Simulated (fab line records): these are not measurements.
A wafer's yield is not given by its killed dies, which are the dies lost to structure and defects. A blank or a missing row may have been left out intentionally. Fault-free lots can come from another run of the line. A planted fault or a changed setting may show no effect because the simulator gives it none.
Chamber matching :: flow gf180mcu :: GF_V3_CMP_04 on cmp-02: 4 sister chambers
The step polishes SiO2. 24 wafers are shown with their chamber, then 12 later ones without.

== EACH WAFER AND ITS CHAMBER ==
wafer: L074.1
chamber: 2
motor-current-A (A): 14.4
time-to-endpoint-s (s): 73

wafer: L074.4
chamber: 0
motor-current-A (A): 12.2
time-to-endpoint-s (s): 82

wafer: L074.5
chamber: 2
motor-current-A (A): 14.1
time-to-endpoint-s (s): 85

wafer: L075.2
chamber: 2
motor-current-A (A): 14.8
time-to-endpoint-s (s): 78

wafer: L075.4
chamber: 0
motor-current-A (A): 11.6
time-to-endpoint-s (s): 88

wafer: L075.5
chamber: 3
motor-current-A (A): 11.5
time-to-endpoint-s (s): 84

wafer: L076.1
chamber: 1
motor-current-A (A): 10.9
time-to-endpoint-s (s): 77

wafer: L076.3
chamber: 3
motor-current-A (A): 11.5
time-to-endpoint-s (s): 75

wafer: L076.4
chamber: 0
motor-current-A (A): 12.0
time-to-endpoint-s (s): 77

wafer: L077.1
chamber: 0
motor-current-A (A): 11.7
time-to-endpoint-s (s): 67

wafer: L077.3
chamber: 3
motor-current-A (A): 11.3
time-to-endpoint-s (s): 67

wafer: L077.6
chamber: 0
motor-current-A (A): 11.2
time-to-endpoint-s (s): 77

wafer: L078.1
chamber: 3
motor-current-A (A): 11.3
time-to-endpoint-s (s): 81

wafer: L078.2
chamber: 1
motor-current-A (A): 11.4
time-to-endpoint-s (s): 84

wafer: L078.5
chamber: 3
motor-current-A (A): 11.4
time-to-endpoint-s (s): 81

wafer: L080.3
chamber: 0
motor-current-A (A): 12.2
time-to-endpoint-s (s): 73

wafer: L080.4
chamber: 3
motor-current-A (A): 11.5
time-to-endpoint-s (s): 80

wafer: L080.6
chamber: 1
motor-current-A (A): 11.7
time-to-endpoint-s (s): 83

wafer: L081.2
chamber: 3
motor-current-A (A): 11.5
time-to-endpoint-s (s): 77

wafer: L081.3
chamber: 1
motor-current-A (A): 11.1
time-to-endpoint-s (s): 85

wafer: L081.4
chamber: 2
motor-current-A (A): 16.1
time-to-endpoint-s (s): 78

wafer: L082.1
chamber: 0
motor-current-A (A): 12.4
time-to-endpoint-s (s): 79

wafer: L082.4
chamber: 2
motor-current-A (A): 16.0
time-to-endpoint-s (s): 81

wafer: L082.5
chamber: 2
motor-current-A (A): 15.1
time-to-endpoint-s (s): 83

SIGNATURES, as means of the wafers listed above
reading: motor-current-A
chamber 0: 11.900
chamber 1: 11.275
chamber 2: 15.083
chamber 3: 11.429
scatter within a chamber: 0.493

reading: time-to-endpoint-s
chamber 0: 77.57
chamber 1: 82.25
chamber 2: 79.67
chamber 3: 77.86
scatter within a chamber: 5.4
Rule: distance of a wafer from a chamber = root of the sum over the readings of ((wafer's reading minus chamber's mean) / reading's scatter) squared. The wafer belongs to the nearest chamber; if the next one is less than 2 further off, it can't be placed. The scatter is the square root of a quotient: the sum, over the shown wafers, of each reading's squared deviation from its chamber's mean, divided by wafers minus chambers.

== WAFERS WITHOUT THEIR CHAMBER ==
wafer: L083.3
motor-current-A (A): 15.2
time-to-endpoint-s (s): 69

wafer: L083.4
motor-current-A (A): 12.3
time-to-endpoint-s (s): 72

wafer: L083.6
motor-current-A (A): 11.0
time-to-endpoint-s (s): 82

wafer: L084.2
motor-current-A (A): 11.3
time-to-endpoint-s (s): 76

wafer: L084.3
motor-current-A (A): 11.6
time-to-endpoint-s (s): 74

wafer: L084.5
motor-current-A (A): 14.4
time-to-endpoint-s (s): 75

wafer: L087.2
motor-current-A (A): 12.0
time-to-endpoint-s (s): 69

wafer: L087.3
motor-current-A (A): 14.2
time-to-endpoint-s (s): 74

wafer: L087.5
motor-current-A (A): 11.5
time-to-endpoint-s (s): 79

wafer: L097.2
motor-current-A (A): 13.7
time-to-endpoint-s (s): 79

wafer: L097.4
motor-current-A (A): 11.5
time-to-endpoint-s (s): 78

wafer: L097.5
motor-current-A (A): 11.2
time-to-endpoint-s (s): 87

== THE CHAMBER EACH PASSED THROUGH ==
wafer: L083.3
from the rows above: 2
in truth: 2

wafer: L083.4
from the rows above: can't be placed: 0 or 3 or 1
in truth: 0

wafer: L083.6
from the rows above: can't be placed: 1 or 3 or 0
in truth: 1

wafer: L084.2
from the rows above: can't be placed: 3 or 1 or 0
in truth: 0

wafer: L084.3
from the rows above: can't be placed: 3 or 0 or 1
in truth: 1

wafer: L084.5
from the rows above: 2
in truth: 2

wafer: L087.2
from the rows above: can't be placed: 0 or 3 or 1
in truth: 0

wafer: L087.3
from the rows above: 2
in truth: 2

wafer: L087.5
from the rows above: can't be placed: 3 or 1 or 0
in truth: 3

wafer: L097.2
from the rows above: can't be placed: 2 or 0 or 3
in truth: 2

wafer: L097.4
from the rows above: can't be placed: 3 or 0 or 1
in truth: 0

wafer: L097.5
from the rows above: can't be placed: 1 or 3 or 0
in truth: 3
Correctly placed: 3 of 12. These rows do not allow placing 9 (true chamber among the candidates in 9). Number placed wrongly: 0.
